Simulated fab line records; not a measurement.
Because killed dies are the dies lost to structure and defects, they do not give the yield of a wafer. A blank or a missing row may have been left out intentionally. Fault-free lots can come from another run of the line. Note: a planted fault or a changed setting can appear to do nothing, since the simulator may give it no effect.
Which tool did it? || flow gf180mcu || 12 lots with 36 wafers sampled at 5 steps, on a route of 602 steps

WHAT THE GAUGES READ, wafer by wafer
GF_V1_THK_MEAS_25: measures by xrf.
{"lot": "L655", "measured": "day 17 22:07", "on": "film metro-02", "V1_W_THK (nm)": "359 355 358"}
{"lot": "L656", "measured": "day 18 13:02", "on": "film metro-02", "V1_W_THK (nm)": "353 351 349"}
{"lot": "L658", "measured": "day 19 04:14", "on": "film metro-02", "V1_W_THK (nm)": "361 361 356"}
{"lot": "L659", "measured": "day 19 08:47", "on": "film metro-02", "V1_W_THK (nm)": "359 360 361"}
{"lot": "L660", "measured": "day 20 05:41", "on": "film metro-01", "V1_W_THK (nm)": "350 351 350"}
{"lot": "L664", "measured": "day 21 14:44", "on": "film metro-01", "V1_W_THK (nm)": "343 353 348"}
{"lot": "L666", "measured": "day 22 10:54", "on": "film metro-02", "V1_W_THK (nm)": "358 351 355"}
{"lot": "L667", "measured": "day 22 14:22", "on": "film metro-03", "V1_W_THK (nm)": "352 354 351"}
{"lot": "L670", "measured": "day 23 21:14", "on": "film metro-01", "V1_W_THK (nm)": "343 347 343"}
{"lot": "L675", "measured": "day 25 14:26", "on": "film metro-02", "V1_W_THK (nm)": "355 356 359"}
{"lot": "L677", "measured": "day 25 20:03", "on": "film metro-01", "V1_W_THK (nm)": "344 348 351"}
{"lot": "L678", "measured": "day 26 04:55", "on": "film metro-01", "V1_W_THK (nm)": "344 346 348"}

GF_V2_THK_MEAS_01.
{"lot": "L655", "measured": "day 18 23:53", "on": "film metro-03", "V2_CVD_00_THK (nm)": "600 602 610"}
{"lot": "L656", "measured": "day 19 14:52", "on": "film metro-04", "V2_CVD_00_THK (nm)": "602 596 589"}
{"lot": "L658", "measured": "day 20 05:40", "on": "film metro-02", "V2_CVD_00_THK (nm)": "605 602 601"}
{"lot": "L659", "measured": "day 20 10:31", "on": "film metro-02", "V2_CVD_00_THK (nm)": "586 599 595"}
{"lot": "L660", "measured": "day 21 07:25", "on": "film metro-04", "V2_CVD_00_THK (nm)": "599 594 599"}
{"lot": "L664", "measured": "day 22 15:34", "on": "film metro-03", "V2_CVD_00_THK (nm)": "595 593 599"}
{"lot": "L666", "measured": "day 23 11:07", "on": "film metro-02", "V2_CVD_00_THK (nm)": "586 592 599"}
{"lot": "L667", "measured": "day 23 14:34", "on": "film metro-03", "V2_CVD_00_THK (nm)": "582 595 599"}
{"lot": "L670", "measured": "day 24 20:43", "on": "film metro-03", "V2_CVD_00_THK (nm)": "600 598 600"}
{"lot": "L675", "measured": "day 26 12:28", "on": "film metro-02", "V2_CVD_00_THK (nm)": "587 595 593"}
{"lot": "L677", "measured": "day 26 19:02", "on": "film metro-03", "V2_CVD_00_THK (nm)": "583 585 586"}
{"lot": "L678", "measured": "day 27 02:01", "on": "film metro-03", "V2_CVD_00_THK (nm)": "589 589 583"}

TOOL THAT RAN EACH LOT (tool first, then ch and the chambers of the sampled wafers, then the start)
{"lot": "L655", "GF_M2_SPUTTER_02": "pvd sputter-01, day 17 22:35", "GF_M2_SPUTTER_04": "pvd sputter-01, day 17 22:38", "GF_M2_METAL_ETCH_16": "rie metal-04 ch 0,1, day 18 23:11"}
{"lot": "L656", "GF_M2_SPUTTER_02": "pvd sputter-04, day 18 13:32", "GF_M2_SPUTTER_04": "pvd sputter-04, day 18 13:35", "GF_M2_METAL_ETCH_16": "rie metal-03 ch 0, day 19 14:06"}
{"lot": "L658", "GF_M2_SPUTTER_02": "pvd sputter-01, day 19 04:44", "GF_M2_SPUTTER_04": "pvd sputter-01, day 19 04:47", "GF_M2_METAL_ETCH_16": "rie metal-04 ch 0,1, day 20 04:52"}
{"lot": "L659", "GF_M2_SPUTTER_02": "pvd sputter-04, day 19 09:25", "GF_M2_SPUTTER_04": "pvd sputter-04, day 19 09:28", "GF_M2_METAL_ETCH_16": "rie metal-01 ch 0,1, day 20 09:28"}
{"lot": "L660", "GF_M2_SPUTTER_02": "pvd sputter-04, day 20 06:11", "GF_M2_SPUTTER_04": "pvd sputter-04, day 20 06:14", "GF_M2_METAL_ETCH_16": "rie metal-03 ch 0,1, day 21 06:40"}
{"lot": "L664", "GF_M2_SPUTTER_02": "pvd sputter-02, day 21 15:13", "GF_M2_SPUTTER_04": "pvd sputter-02, day 21 15:16", "GF_M2_METAL_ETCH_16": "rie metal-03 ch 1, day 22 14:46"}
{"lot": "L666", "GF_M2_SPUTTER_02": "pvd sputter-01, day 22 11:23", "GF_M2_SPUTTER_04": "pvd sputter-01, day 22 11:26", "GF_M2_METAL_ETCH_16": "rie metal-04 ch 0,1, day 23 10:24"}
{"lot": "L667", "GF_M2_SPUTTER_02": "pvd sputter-02, day 22 14:51", "GF_M2_SPUTTER_04": "pvd sputter-02, day 22 14:54", "GF_M2_METAL_ETCH_16": "rie metal-04 ch 0,1, day 23 13:51"}
{"lot": "L670", "GF_M2_SPUTTER_02": "pvd sputter-02, day 23 21:43", "GF_M2_SPUTTER_04": "pvd sputter-02, day 23 21:46", "GF_M2_METAL_ETCH_16": "rie metal-01 ch 1, day 24 19:57"}
{"lot": "L675", "GF_M2_SPUTTER_02": "pvd sputter-02, day 25 14:56", "GF_M2_SPUTTER_04": "pvd sputter-02, day 25 14:59", "GF_M2_METAL_ETCH_16": "rie metal-01 ch 0,1, day 26 11:45"}
{"lot": "L677", "GF_M2_SPUTTER_02": "pvd sputter-04, day 25 20:32", "GF_M2_SPUTTER_04": "pvd sputter-04, day 25 20:35", "GF_M2_METAL_ETCH_16": "rie metal-03 ch 0,1, day 26 17:59"}
{"lot": "L678", "GF_M2_SPUTTER_02": "pvd sputter-01, day 26 05:25", "GF_M2_SPUTTER_04": "pvd sputter-01, day 26 05:28", "GF_M2_METAL_ETCH_16": "rie metal-04 ch 0,1, day 27 01:17"}
- GF_M2_SPUTTER_02: material AlCu, target thk 450 nm, time 23.9 s.
- GF_M2_SPUTTER_04: material TiN, target thk 50 nm, time 41.7 s.
- GF_M2_METAL_ETCH_16: etches the open film in Cl2/BCl3, stops on SiO2, target depth 627.5 nm, time 104.6 s.

WHAT THE TOOLS THEMSELVES READ (means of the sampled wafers that have a number; where no wafer has one, the mark that the record gives instead)
GF_M2_SPUTTER_02.
{"lot": "L655", "tool": "pvd sputter-01", "throttle valve pct (%)": 30.6}
{"lot": "L656", "tool": "pvd sputter-04", "throttle valve pct (%)": 29.8}
{"lot": "L658", "tool": "pvd sputter-01", "throttle valve pct (%)": 30.7}
{"lot": "L659", "tool": "pvd sputter-04", "throttle valve pct (%)": 30.4}
{"lot": "L660", "tool": "pvd sputter-04", "throttle valve pct (%)": 30.2}
{"lot": "L664", "tool": "pvd sputter-02", "throttle valve pct (%)": 29.4}
{"lot": "L666", "tool": "pvd sputter-01", "throttle valve pct (%)": 31.3}
{"lot": "L667", "tool": "pvd sputter-02", "throttle valve pct (%)": 29.5}
{"lot": "L670", "tool": "pvd sputter-02", "throttle valve pct (%)": 29.2}
{"lot": "L675", "tool": "pvd sputter-02", "throttle valve pct (%)": 29.9}
{"lot": "L677", "tool": "pvd sputter-04", "throttle valve pct (%)": 29.8}
{"lot": "L678", "tool": "pvd sputter-01", "throttle valve pct (%)": 30.9}

GF_M2_SPUTTER_04.
{"lot": "L655", "tool": "pvd sputter-01", "throttle valve pct (%)": 30.5}
{"lot": "L656", "tool": "pvd sputter-04", "throttle valve pct (%)": 29.8}
{"lot": "L658", "tool": "pvd sputter-01", "throttle valve pct (%)": 30.9}
{"lot": "L659", "tool": "pvd sputter-04", "throttle valve pct (%)": 30.3}
{"lot": "L660", "tool": "pvd sputter-04", "throttle valve pct (%)": 30.4}
{"lot": "L664", "tool": "pvd sputter-02", "throttle valve pct (%)": 29.3}
{"lot": "L666", "tool": "pvd sputter-01", "throttle valve pct (%)": 31.4}
{"lot": "L667", "tool": "pvd sputter-02", "throttle valve pct (%)": 29.4}
{"lot": "L670", "tool": "pvd sputter-02", "throttle valve pct (%)": 29.1}
{"lot": "L675", "tool": "pvd sputter-02", "throttle valve pct (%)": 29.8}
{"lot": "L677", "tool": "pvd sputter-04", "throttle valve pct (%)": 29.8}
{"lot": "L678", "tool": "pvd sputter-01", "throttle valve pct (%)": 30.8}

GF_M2_METAL_ETCH_16.
{"lot": "L655", "tool": "rie metal-04", "drypump motor current A (A)": 5.6, "oes product au (a.u.)": 0.972, "throttle valve pct (%)": 28.252}
{"lot": "L656", "tool": "rie metal-03", "drypump motor current A (A)": 5.3, "oes product au (a.u.)": 0.979, "throttle valve pct (%)": 28.240}
{"lot": "L658", "tool": "rie metal-04", "drypump motor current A (A)": 6.0, "oes product au (a.u.)": 0.972, "throttle valve pct (%)": 28.252}
{"lot": "L659", "tool": "rie metal-01", "drypump motor current A (A)": 5.4, "oes product au (a.u.)": 0.969, "throttle valve pct (%)": 28.254}
{"lot": "L660", "tool": "rie metal-03", "drypump motor current A (A)": 5.5, "oes product au (a.u.)": 0.972, "throttle valve pct (%)": 28.266}
{"lot": "L664", "tool": "rie metal-03", "drypump motor current A (A)": 5.9, "oes product au (a.u.)": 0.969, "throttle valve pct (%)": 28.265}
{"lot": "L666", "tool": "rie metal-04", "drypump motor current A (A)": 6.0, "oes product au (a.u.)": 0.984, "throttle valve pct (%)": 28.239}
{"lot": "L667", "tool": "rie metal-04", "drypump motor current A (A)": 5.6, "oes product au (a.u.)": 0.968, "throttle valve pct (%)": 28.256}
{"lot": "L670", "tool": "rie metal-01", "drypump motor current A (A)": 5.4, "oes product au (a.u.)": 0.976, "throttle valve pct (%)": 28.244}
{"lot": "L675", "tool": "rie metal-01", "drypump motor current A (A)": 5.4, "oes product au (a.u.)": 0.970, "throttle valve pct (%)": 28.256}
{"lot": "L677", "tool": "rie metal-03", "drypump motor current A (A)": 5.7, "oes product au (a.u.)": 0.961, "throttle valve pct (%)": 28.260}
{"lot": "L678", "tool": "rie metal-04", "drypump motor current A (A)": 6.0, "oes product au (a.u.)": 0.971, "throttle valve pct (%)": 28.258}

THE ANSWER, worked out from the rows above alone
Rule: what is usual is taken from the lots themselves. Put in order of their means at a reading, lots are off if they are a third of the lots or fewer, leave a main group of 4 or more, and stand apart from it by a gap of 3 or more times the standard deviation of the main group's means; of several such gaps the widest counts. A main group is skipped when, at the precision printed for the reading in the tables above, its means are all equal. Also off: a lot with no number at a reading for which 4 or more lots have one. All remaining lots with rows at the step are treated as sound. Order of review: gauges by route order, followed by the tools' own readings, for which a lot's mean as printed above is used. The first step at which some lot is off is used, and at that step the reading that is off furthest; a lot without a number counts as furthest.
No lot is off at any reading shown: from this, nothing can be told.

WHAT WAS PUT IN BY THE SIMULATOR
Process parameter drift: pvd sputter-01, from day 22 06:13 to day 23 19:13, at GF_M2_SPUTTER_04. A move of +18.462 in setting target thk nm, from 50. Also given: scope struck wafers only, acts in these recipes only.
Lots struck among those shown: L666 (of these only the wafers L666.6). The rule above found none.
